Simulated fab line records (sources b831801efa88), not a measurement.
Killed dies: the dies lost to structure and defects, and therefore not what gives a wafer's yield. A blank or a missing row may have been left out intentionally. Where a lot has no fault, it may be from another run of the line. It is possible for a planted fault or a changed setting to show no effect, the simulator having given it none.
Which of the tools did it? :: flow sky130 :: Sampling: 13 lots, 39 wafers, 5 of 708 route steps

WHAT THE GAUGES READ, wafer by wafer
SKY_LDD_P_CD_MEAS_07 targets a cd of 380 nm. Usual: cdNm at 380.9 nm, with a standard deviation of 2.6.
lot: L656
measured: day 18 17:22
on: cdSem-01
cdNm (nm): 381.9 382.3 379.2
flag: 

lot: L658
measured: day 20 05:28
on: cdSem-02
cdNm (nm): 383.3 383.4 384.6
flag: 

lot: L659
measured: day 20 10:46
on: cdSem-02
cdNm (nm): 377.1 379.0 376.6
flag: 

lot: L664
measured: day 22 05:32
on: cdSem-01
cdNm (nm): 386.0 384.1 385.9
flag: 

lot: L666
measured: day 22 11:51
on: cdSem-01
cdNm (nm): 381.4 381.5 380.7
flag: 

lot: L665
measured: day 22 14:22
on: cdSem-02
cdNm (nm): 383.0 384.5 382.7
flag: 

lot: L670
measured: day 24 02:16
on: cdSem-01
cdNm (nm): 383.3 379.3 381.5
flag: 

lot: L671
measured: day 24 12:38
on: cdSem-02
cdNm (nm): 380.9 378.9 382.3
flag: 

lot: L673
measured: day 25 07:33
on: cdSem-01
cdNm (nm): 379.0 377.2 377.8
flag: 

lot: L674
measured: day 25 10:54
on: cdSem-02
cdNm (nm): 382.2 383.5 384.7
flag: 

lot: L675
measured: day 26 01:46
on: cdSem-02
cdNm (nm): 383.7 381.7 379.5
flag: 

lot: L677
measured: day 27 13:13
on: cdSem-01
cdNm (nm): 379.1 380.1 380.9
flag: 

lot: L679
measured: day 28 07:22
on: cdSem-02
cdNm (nm): 380.3 384.1 381.1
flag: 

SKY_LDD_P_TW_MEAS_11. Usual: LDD_P_TW gives 637 (standard deviation 3.6).
lot: L656
measured: day 18 17:46
on: filmMetro-03
LDD_P_TW: 638 636 638
flag: 

lot: L658
measured: day 20 05:58
on: filmMetro-04
LDD_P_TW: 635 633 632
flag: 

lot: L659
measured: day 20 11:18
on: filmMetro-01
LDD_P_TW: 644 643 645
flag: 

lot: L664
measured: day 22 05:56
on: filmMetro-04
LDD_P_TW: 632 635 633
flag: 

lot: L666
measured: day 22 12:14
on: filmMetro-04
LDD_P_TW: 631 630 635
flag: 

lot: L665
measured: day 22 14:46
on: filmMetro-04
LDD_P_TW: 632 632 636
flag: 

lot: L670
measured: day 24 02:43
on: filmMetro-01
LDD_P_TW: 639 642 642
flag: 

lot: L671
measured: day 24 13:02
on: filmMetro-04
LDD_P_TW: 632 631 635
flag: 

lot: L673
measured: day 25 07:56
on: filmMetro-01
LDD_P_TW: 642 638 637
flag: 

lot: L674
measured: day 25 11:17
on: filmMetro-03
LDD_P_TW: 638 637 634
flag: 

lot: L675
measured: day 26 02:10
on: filmMetro-03
LDD_P_TW: 639 641 640
flag: 

lot: L677
measured: day 27 13:37
on: filmMetro-03
LDD_P_TW: 636 638 636
flag: 

lot: L679
measured: day 28 07:46
on: filmMetro-01
LDD_P_TW: 635 640 636
flag: 

SKY_LDD_HVP_TW_MEAS_10. Usual: LDD_HVP_TW gives 460 (standard deviation 5.5).
lot: L656
measured: day 21 07:40
on: filmMetro-04
LDD_HVP_TW: 450 454 455
flag: 

lot: L658
measured: day 22 20:13
on: filmMetro-02
LDD_HVP_TW: 469 468 467
flag: 

lot: L659
measured: day 23 01:06
on: filmMetro-04
LDD_HVP_TW: 454 454 453
flag: 

lot: L664
measured: day 24 17:43
on: filmMetro-04
LDD_HVP_TW: 455 455 455
flag: 

lot: L666
measured: day 24 23:31
on: filmMetro-04
LDD_HVP_TW: 490 492 489
flag: OFF

lot: L665
measured: day 25 02:24
on: filmMetro-04
LDD_HVP_TW: 486 486 486
flag: OFF

lot: L670
measured: day 26 13:21
on: filmMetro-02
LDD_HVP_TW: 466 464 469
flag: 

lot: L671
measured: day 27 00:07
on: filmMetro-04
LDD_HVP_TW: 459 455 456
flag: 

lot: L673
measured: day 27 17:59
on: filmMetro-03
LDD_HVP_TW: 457 458 458
flag: 

lot: L674
measured: day 27 21:07
on: filmMetro-02
LDD_HVP_TW: 462 464 464
flag: 

lot: L675
measured: day 28 12:15
on: filmMetro-03
LDD_HVP_TW: 455 459 456
flag: 

lot: L677
measured: day 29 22:00
on: filmMetro-03
LDD_HVP_TW: 461 460 460
flag: 

lot: L679
measured: day 30 16:40
on: filmMetro-02
LDD_HVP_TW: 465 463 465
flag: 

SKY_SPACER_THK_MEAS_01. Usual: SPACER_CVD_00_THK gives 43.3 nm (standard deviation 0.33).
lot: L656
measured: day 22 16:43
on: filmMetro-04
SPACER_CVD_00_THK (nm): 43.8 43.8 43.7
flag: 

lot: L658
measured: day 24 06:39
on: filmMetro-01
SPACER_CVD_00_THK (nm): 42.7 43.1 43.2
flag: 

lot: L659
measured: day 24 08:38
on: filmMetro-04
SPACER_CVD_00_THK (nm): 43.5 43.4 43.2
flag: 

lot: L664
measured: day 26 02:02
on: filmMetro-03
SPACER_CVD_00_THK (nm): 43.5 43.6 43.0
flag: 

lot: L666
measured: day 26 06:33
on: filmMetro-04
SPACER_CVD_00_THK (nm): 43.2 43.2 43.1
flag: 

lot: L665
measured: day 26 10:01
on: filmMetro-04
SPACER_CVD_00_THK (nm): 43.2 42.9 42.9
flag: 

lot: L670
measured: day 27 20:12
on: filmMetro-01
SPACER_CVD_00_THK (nm): 43.1 43.3 43.3
flag: 

lot: L671
measured: day 28 06:41
on: filmMetro-01
SPACER_CVD_00_THK (nm): 43.9 43.6 44.0
flag: 

lot: L673
measured: day 28 23:45
on: filmMetro-01
SPACER_CVD_00_THK (nm): 43.1 42.7 43.0
flag: 

lot: L674
measured: day 29 02:50
on: filmMetro-01
SPACER_CVD_00_THK (nm): 42.9 43.2 43.1
flag: 

lot: L675
measured: day 29 18:35
on: filmMetro-03
SPACER_CVD_00_THK (nm): 43.0 43.1 43.1
flag: 

lot: L677
measured: day 31 04:38
on: filmMetro-04
SPACER_CVD_00_THK (nm): 43.7 43.6 43.7
flag: 

lot: L679
measured: day 31 21:40
on: filmMetro-01
SPACER_CVD_00_THK (nm): 43.3 43.1 43.0
flag: 

EACH LOT AND THE TOOL THAT RAN IT (in order: tool; ch and the chambers of the sampled wafers; start)
lot: L656
SKY_LDD_HVP_IMPLANT_08: implanter-04 ch 0, day 21 07:25

lot: L658
SKY_LDD_HVP_IMPLANT_08: implanter-03 ch 0, day 22 19:58

lot: L659
SKY_LDD_HVP_IMPLANT_08: implanter-04 ch 0, day 23 00:51

lot: L664
SKY_LDD_HVP_IMPLANT_08: implanter-04 ch 0, day 24 17:28

lot: L666
SKY_LDD_HVP_IMPLANT_08: implanter-03 ch 0, day 24 23:17

lot: L665
SKY_LDD_HVP_IMPLANT_08: implanter-03 ch 0, day 25 02:09

lot: L670
SKY_LDD_HVP_IMPLANT_08: implanter-04 ch 0, day 26 13:06

lot: L671
SKY_LDD_HVP_IMPLANT_08: implanter-04 ch 0, day 26 23:52

lot: L673
SKY_LDD_HVP_IMPLANT_08: implanter-03 ch 0, day 27 17:46

lot: L674
SKY_LDD_HVP_IMPLANT_08: implanter-01 ch 0, day 27 20:54

lot: L675
SKY_LDD_HVP_IMPLANT_08: implanter-03 ch 0, day 28 12:00

lot: L677
SKY_LDD_HVP_IMPLANT_08: implanter-04 ch 0, day 29 21:45

lot: L679
SKY_LDD_HVP_IMPLANT_08: implanter-04 ch 0, day 30 16:25
- SKY_LDD_HVP_IMPLANT_08

AS READ BY THE TOOLS THEMSELVES (means over the sampled wafers that have a number; for cases with no such wafer, the mark the record gives instead)
SKY_LDD_HVP_IMPLANT_08. Usual: beamOnS 10.01 s, standard deviation 0.18; endStationPressureTorr 5.04e-06 Torr, standard deviation 2.8e-07; faradayCurrentUA 95.8, standard deviation 1.7.
lot: L656
tool: implanter-04
beamOnS (s): 9.97
endStationPressureTorr (Torr): 4.85e-06
faradayCurrentUA: 96.3
flag: 

lot: L658
tool: implanter-03
beamOnS (s): 9.93
endStationPressureTorr (Torr): 4.89e-06
faradayCurrentUA: 96.6
flag: 

lot: L659
tool: implanter-04
beamOnS (s): 9.99
endStationPressureTorr (Torr): 5.05e-06
faradayCurrentUA: 96.1
flag: 

lot: L664
tool: implanter-04
beamOnS (s): 10.05
endStationPressureTorr (Torr): 5.02e-06
faradayCurrentUA: 95.4
flag: 

lot: L666
tool: implanter-03
beamOnS (s): 12.85
endStationPressureTorr (Torr): 1.16e-04
faradayCurrentUA: 75.5
flag: OFF

lot: L665
tool: implanter-03
beamOnS (s): 12.69
endStationPressureTorr (Torr): 1.27e-04
faradayCurrentUA: 76.2
flag: OFF

lot: L670
tool: implanter-04
beamOnS (s): 10.03
endStationPressureTorr (Torr): 4.94e-06
faradayCurrentUA: 95.6
flag: 

lot: L671
tool: implanter-04
beamOnS (s): 9.79
endStationPressureTorr (Torr): 4.88e-06
faradayCurrentUA: 97.6
flag: 

lot: L673
tool: implanter-03
beamOnS (s): 10.10
endStationPressureTorr (Torr): 4.79e-06
faradayCurrentUA: 95.1
flag: 

lot: L674
tool: implanter-01
beamOnS (s): 10.01
endStationPressureTorr (Torr): 5.07e-06
faradayCurrentUA: 95.8
flag: 

lot: L675
tool: implanter-03
beamOnS (s): 9.95
endStationPressureTorr (Torr): 4.76e-06
faradayCurrentUA: 95.9
flag: 

lot: L677
tool: implanter-04
beamOnS (s): 9.81
endStationPressureTorr (Torr): 5.18e-06
faradayCurrentUA: 97.7
flag: 

lot: L679
tool: implanter-04
beamOnS (s): 10.03
endStationPressureTorr (Torr): 5.24e-06
faradayCurrentUA: 95.5
flag: 

THE ANSWER, worked out from the rows above alone
Rule: a lot counts as off when the mean over its wafers that have a number is more than 3 standard deviations away from the usual mean. A lot without any number at a reading at which 4 lots or more have one is off too. Where the step has rows for the other lots, those lots are counted as sound. The gauges are gone through in route order, then the tools' own readings, and for those a lot's mean is taken as printed above. At the first step where some lot is off, the reading lying furthest off is the one used; lots without a number count as furthest.
Off: L666, L665, seen at SKY_LDD_HVP_TW_MEAS_10 (LDD_HVP_TW).
A tool fits if, at a process step before that reading, it ran every lot that is off, and no sound lot after the first of them. Not tried: the gauges at SKY_LDD_HVP_TW_MEAS_10; whatever is off there is also off at SKY_LDD_HVP_IMPLANT_08, on other tools, and gauge error can't account for it. Not one of the candidates tried fits.

WHAT THE SIMULATOR PUT IN
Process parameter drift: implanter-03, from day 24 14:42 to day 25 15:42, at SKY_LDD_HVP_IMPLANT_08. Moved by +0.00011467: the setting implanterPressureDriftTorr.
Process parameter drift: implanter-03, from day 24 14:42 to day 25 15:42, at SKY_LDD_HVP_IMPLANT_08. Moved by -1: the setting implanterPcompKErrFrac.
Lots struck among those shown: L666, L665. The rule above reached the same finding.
